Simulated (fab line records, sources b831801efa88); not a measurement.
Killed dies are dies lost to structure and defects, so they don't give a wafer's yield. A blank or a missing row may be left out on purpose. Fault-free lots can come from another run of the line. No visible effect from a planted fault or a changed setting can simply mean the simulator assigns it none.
Shared-tool check | flow gf180mcu | 14 lots, 51 wafers sampled

== REASON IT WAS OPENED ==
3 of 14 lots carry a flag on the reading V1_W_RS at GF_V1_RS_MEAS_24. No-fault wafers: 0.328 ohm/sq, standard deviation 0.0034.
Rule: a lot is flagged in two cases, either no wafer of it has a number, or all its wafers with numbers fall more than 4 standard deviations from that mean. The other lots count as sound.

lot  | measured     | on            | V1_W_RS (ohm/sq), wafer by wafer          | flag
L646 | day 18 19:45 | film_metro-01 | 0.326 0.331 0.325                         |
L647 | day 19 09:38 | film_metro-03 | 0.332 0.330 0.333                         |
L648 | day 19 13:42 | film_metro-01 | 0.331 0.332 0.331                         |
L649 | day 19 22:16 | film_metro-02 | 0.325 0.327 0.324                         |
L650 | day 20 00:14 | film_metro-02 | 0.334 0.333 0.336                         |
L656 | day 22 04:23 | film_metro-01 | 43.695 44.169 43.808 43.706 44.154 43.727 | FLAGGED
L657 | day 22 19:14 | film_metro-03 | 43.644 43.317 43.078 43.650 43.316 43.075 | FLAGGED
L658 | day 23 00:24 | film_metro-02 | 42.726 42.942 42.735 42.654 42.893 42.736 | FLAGGED
L661 | day 23 20:16 | film_metro-02 | 0.331 0.332 0.331                         |
L662 | day 24 07:44 | film_metro-01 | 0.329 0.329 0.326                         |
L663 | day 24 21:26 | film_metro-02 | 0.329 0.326 0.328                         |
L664 | day 24 22:04 | film_metro-03 | 0.333 0.329 0.331                         |
L666 | day 25 14:20 | film_metro-03 | 0.321 0.322 0.324                         |
L668 | day 26 04:32 | film_metro-02 | 0.322 0.325 0.329                         |
Flagged lots average 43.335 ohm/sq: +43.007 ohm/sq relative to the usual, that is +99 or more standard deviations.

== WHICH TOOL EACH LOT WENT THROUGH ==
Before the reading, the record contains 3 process steps out of a 602-step route. Each cell gives the tool, then ch followed by the chambers the sampled wafers passed through, then the start.
lot  | flag    | GF_V1_ETCH_17                                 | GF_V1_SPUTTER_21             | GF_V1_CVD_23
L646 |         | rie_diel-04 ch 0,3, day 18 19:32 or earlier   | pvd_sputter-04, day 18 19:32 | cvd_w-01 ch 0,1, day 18 19:38
L647 |         | rie_diel-04 ch 0,1,2, day 19 09:25 or earlier | pvd_sputter-01, day 19 09:25 | cvd_w-02 ch 0,1, day 19 09:31
L648 |         | rie_diel-04 ch 2,3, day 19 13:28 or earlier   | pvd_sputter-04, day 19 13:28 | cvd_w-02 ch 0,1, day 19 13:34
L649 |         | rie_diel-04 ch 1,2,3, day 19 22:02 or earlier | pvd_sputter-02, day 19 22:02 | cvd_w-01 ch 0,1, day 19 22:08
L650 |         | rie_diel-01 ch 0,1,3, day 19 23:58 or earlier | pvd_sputter-04, day 19 23:58 | cvd_w-02 ch 0,1, day 20 00:06
L656 | FLAGGED | rie_diel-03 ch 0,1, day 22 04:10 or earlier   | pvd_sputter-04, day 22 04:10 | cvd_w-01 ch 0, day 22 04:16
L657 | FLAGGED | rie_diel-04 ch 0,1,3, day 22 19:01 or earlier | pvd_sputter-02, day 22 19:01 | cvd_w-02 ch 0,1, day 22 19:07
L658 | FLAGGED | rie_diel-03 ch 1,2,3, day 23 00:10 or earlier | pvd_sputter-04, day 23 00:10 | cvd_w-02 ch 0,1, day 23 00:16
L661 |         | rie_diel-03 ch 1,2, day 23 20:01 or earlier   | pvd_sputter-01, day 23 20:01 | cvd_w-02 ch 0,1, day 23 20:08
L662 |         | rie_diel-04 ch 1, day 24 07:31 or earlier     | pvd_sputter-04, day 24 07:31 | cvd_w-01 ch 0,1, day 24 07:37
L663 |         | rie_diel-04 ch 0,1,2, day 24 21:13 or earlier | pvd_sputter-02, day 24 21:13 | cvd_w-01 ch 0, day 24 21:19
L664 |         | rie_diel-03 ch 2,3, day 24 21:51 or earlier   | pvd_sputter-01, day 24 21:51 | cvd_w-02 ch 0,1, day 24 21:57
L666 |         | rie_diel-01 ch 0,2,3, day 25 14:07 or earlier | pvd_sputter-02, day 25 14:07 | cvd_w-01 ch 0,1, day 25 14:13
L668 |         | rie_diel-01 ch 1,2, day 26 04:17 or earlier   | pvd_sputter-02, day 26 04:17 | cvd_w-01 ch 0,1, day 26 04:25
What the steps here do:
- GF_V1_ETCH_17: etches SiO2 in C4F8/O2/Ar, stops on TiN, target depth 630 nm.
- GF_V1_SPUTTER_21: material Ti, target thk 15 nm, time 80.02 s.
- GF_V1_CVD_23: deposits W, target thk 350 nm, time 105.05 s.
- GF_V1_RS_MEAS_24: measures by four-point-probe.

== FLAGGED OVER TOTAL, TOOL BY TOOL (the gauges that took the reading come last) ==
step             | tool           | lots run | flagged | share of the flagged lots | sound lots run after its first flagged lot
GF_V1_ETCH_17    | rie_diel-01    | 3        | 0       | none                      | -
GF_V1_ETCH_17    | rie_diel-03    | 4        | 2       | some                      | 2 (L661,L664)
GF_V1_ETCH_17    | rie_diel-04    | 7        | 1       | some                      | 2 (L662,L663)
GF_V1_SPUTTER_21 | pvd_sputter-01 | 3        | 0       | none                      | -
GF_V1_SPUTTER_21 | pvd_sputter-02 | 5        | 1       | some                      | 3 (L663,L666,L668)
GF_V1_SPUTTER_21 | pvd_sputter-04 | 6        | 2       | some                      | 1 (L662)
GF_V1_CVD_23     | cvd_w-01       | 7        | 1       | some                      | 4 (L662,L663,L666,L668)
GF_V1_CVD_23     | cvd_w-02       | 7        | 2       | some                      | 2 (L661,L664)
GF_V1_RS_MEAS_24 | film_metro-01  | 4        | 1       | some                      | 1 (L662)
GF_V1_RS_MEAS_24 | film_metro-02  | 6        | 1       | some                      | 3 (L661,L663,L668)
GF_V1_RS_MEAS_24 | film_metro-03  | 4        | 1       | some                      | 2 (L664,L666)
Because GF_V1_ETCH_17 lacks a start for some lots, the hours and order of its lots are taken from GF_V1_SPUTTER_21.

== WHAT THE TABLE ALLOWS ==
No row of the table ran every flagged lot.

== WHAT THE SIMULATOR HAD INSERTED ==
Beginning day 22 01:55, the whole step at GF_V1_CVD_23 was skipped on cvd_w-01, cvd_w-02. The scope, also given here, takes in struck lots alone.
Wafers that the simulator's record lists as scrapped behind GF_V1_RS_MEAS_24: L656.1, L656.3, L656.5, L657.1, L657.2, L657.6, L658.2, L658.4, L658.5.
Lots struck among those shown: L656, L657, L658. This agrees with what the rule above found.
